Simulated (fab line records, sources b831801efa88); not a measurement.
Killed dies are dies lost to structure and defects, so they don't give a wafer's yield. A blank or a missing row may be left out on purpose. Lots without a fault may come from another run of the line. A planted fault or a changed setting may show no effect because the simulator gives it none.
Which tool did it? | flow gf180mcu | 14 lots, 42 wafers sampled, at 4 steps of a route of 602

WHAT THE GAUGES READ, wafer by wafer
GF_CONTACT_BOW_MEAS_05. Usual: CONTACT_BOW 65 um, standard deviation 6.5.
lot  | measured     | on            | CONTACT_BOW (um) | flag
L244 | day 15 04:21 | film_metro-03 | 73 68 65         |
L245 | day 15 18:56 | film_metro-02 | 74 63 83         |
L246 | day 15 21:22 | film_metro-04 | 63 70 72         |
L247 | day 16 05:04 | film_metro-03 | 59 51 67         |
L248 | day 16 13:13 | film_metro-04 | 66 60 60         |
L249 | day 17 02:17 | film_metro-02 | 56 56 67         |
L250 | day 17 11:08 | film_metro-02 | 69 50 63         |
L251 | day 17 19:33 | film_metro-04 | 65 64 64         |
L259 | day 20 16:17 | film_metro-03 | 69 66 61         |
L260 | day 21 01:23 | film_metro-02 | 63 56 71         |
L261 | day 21 07:29 | film_metro-03 | 65 65 60         |
L262 | day 21 19:58 | film_metro-03 | 76 64 61         |
L265 | day 22 15:32 | film_metro-04 | 61 62 68         |
L266 | day 23 00:12 | film_metro-04 | 73 67 77         |

GF_V1_BOW_MEAS_05. Usual: V1_BOW 81 um, standard deviation 7.4.
lot  | measured     | on            | V1_BOW (um) | flag
L244 | day 17 03:32 | film_metro-01 | 87 82 80    |
L245 | day 17 19:14 | film_metro-02 | 93 82 102   |
L246 | day 17 22:57 | film_metro-02 | 77 84 86    |
L247 | day 18 06:17 | film_metro-03 | 75 65 79    |
L248 | day 18 14:22 | film_metro-03 | 80 73 75    |
L249 | day 19 04:05 | film_metro-03 | 77 77 88    |
L250 | day 19 13:34 | film_metro-02 | 88 70 82    |
L251 | day 19 22:58 | film_metro-02 | 89 86 88    |
L259 | day 22 20:04 | film_metro-01 | 87 83 78    |
L260 | day 23 04:15 | film_metro-03 | 82 75 91    |
L261 | day 23 09:43 | film_metro-03 | 86 84 80    |
L262 | day 23 21:11 | film_metro-01 | 89 78 74    |
L265 | day 24 16:06 | film_metro-03 | 75 77 82    |
L266 | day 25 00:01 | film_metro-02 | 88 81 93    |

WHICH TOOL RAN EACH LOT (tool, then ch and the chambers of the sampled wafers, then the start)
lot  | GF_M1_SPUTTER_02             | GF_M1_SPUTTER_04
L244 | pvd_sputter-03, day 16 03:23 | pvd_sputter-03, day 16 03:27
L245 | pvd_sputter-02, day 16 18:40 | pvd_sputter-02, day 16 18:43
L246 | pvd_sputter-03, day 16 23:29 | pvd_sputter-03, day 16 23:32
L247 | pvd_sputter-02, day 17 04:53 | pvd_sputter-02, day 17 04:56
L248 | pvd_sputter-02, day 17 13:19 | pvd_sputter-02, day 17 13:22
L249 | pvd_sputter-02, day 18 03:08 | pvd_sputter-02, day 18 03:11
L250 | pvd_sputter-02, day 18 12:05 | pvd_sputter-02, day 18 12:08
L251 | pvd_sputter-03, day 18 21:01 | pvd_sputter-03, day 18 21:04
L259 | pvd_sputter-03, day 21 18:28 | pvd_sputter-03, day 21 18:31
L260 | pvd_sputter-03, day 22 03:23 | pvd_sputter-03, day 22 03:26
L261 | pvd_sputter-02, day 22 09:32 | pvd_sputter-02, day 22 09:35
L262 | pvd_sputter-01, day 22 20:58 | pvd_sputter-01, day 22 21:01
L265 | pvd_sputter-02, day 23 16:22 | pvd_sputter-02, day 23 16:25
L266 | pvd_sputter-02, day 24 00:46 | pvd_sputter-02, day 24 00:49
- GF_M1_SPUTTER_02: material AlCu, target thk 450 nm, time 23.9 s.
- GF_M1_SPUTTER_04: material TiN, target thk 50 nm, time 41.7 s.

WHAT THE TOOLS THEMSELVES READ (means of the sampled wafers that have a number; where no wafer has one, the mark that the record gives instead)
GF_M1_SPUTTER_02. Usual: chamber_pressure_pa 0.4001 Pa, standard deviation 0.00069; throttle_valve_pct 29.4 %, standard deviation 0.92.
lot  | tool           | chamber_pressure_pa (Pa) | throttle_valve_pct (%) | flag
L244 | pvd_sputter-03 | 0.3999                   | 29.0                   |
L245 | pvd_sputter-02 | 0.4001                   | 29.3                   |
L246 | pvd_sputter-03 | 0.3999                   | 29.4                   |
L247 | pvd_sputter-02 | 0.4003                   | 29.7                   |
L248 | pvd_sputter-02 | 0.3997                   | 29.8                   |
L249 | pvd_sputter-02 | 0.3996                   | 29.4                   |
L250 | pvd_sputter-02 | 0.4002                   | 29.2                   |
L251 | pvd_sputter-03 | 0.4003                   | 29.8                   |
L259 | pvd_sputter-03 | 0.4011                   | 29.4                   |
L260 | pvd_sputter-03 | 0.4000                   | 30.1                   |
L261 | pvd_sputter-02 | 0.3992                   | 29.2                   |
L262 | pvd_sputter-01 | 0.4001                   | 28.7                   |
L265 | pvd_sputter-02 | 0.3997                   | 29.1                   |
L266 | pvd_sputter-02 | 0.4002                   | 29.5                   |

GF_M1_SPUTTER_04. Usual: chamber_pressure_pa 0.4000 Pa, standard deviation 0.00085; throttle_valve_pct 29.4 %, standard deviation 0.91.
lot  | tool           | chamber_pressure_pa (Pa) | throttle_valve_pct (%) | flag
L244 | pvd_sputter-03 | 0.3998                   | 29.0                   |
L245 | pvd_sputter-02 | 0.4006                   | 29.1                   |
L246 | pvd_sputter-03 | 0.4003                   | 29.3                   |
L247 | pvd_sputter-02 | 0.4001                   | 29.9                   |
L248 | pvd_sputter-02 | 0.3989                   | 29.9                   |
L249 | pvd_sputter-02 | 0.3799                   | 30.2                   | OFF
L250 | pvd_sputter-02 | 0.3796                   | 30.2                   | OFF
L251 | pvd_sputter-03 | 0.3997                   | 29.9                   |
L259 | pvd_sputter-03 | 0.4001                   | 29.4                   |
L260 | pvd_sputter-03 | 0.3988                   | 30.0                   |
L261 | pvd_sputter-02 | 0.3996                   | 29.1                   |
L262 | pvd_sputter-01 | 0.4001                   | 28.7                   |
L265 | pvd_sputter-02 | 0.4003                   | 29.2                   |
L266 | pvd_sputter-02 | 0.4003                   | 29.1                   |

THE ANSWER, worked out from the rows above alone
Rule: a lot is off if the mean of its wafers that have a number lies more than 3 standard deviations from the usual mean. A lot without any number at a reading at which 4 lots or more have one is off too. The other lots that the step has rows for count as sound. The gauges are gone through in route order, then the tools' own readings, and for those a lot's mean is taken as printed above. The first step at which some lot is off is used, and at that step the reading that is off furthest; a lot without a number counts as furthest.
Off: L249, L250, at GF_M1_SPUTTER_04 (chamber_pressure_pa).
A tool fits if, at that step or a process step before it, it ran every lot that is off, and no sound lot after the first of them. None of those tried fits.

WHAT THE SIMULATOR HAD PUT IN
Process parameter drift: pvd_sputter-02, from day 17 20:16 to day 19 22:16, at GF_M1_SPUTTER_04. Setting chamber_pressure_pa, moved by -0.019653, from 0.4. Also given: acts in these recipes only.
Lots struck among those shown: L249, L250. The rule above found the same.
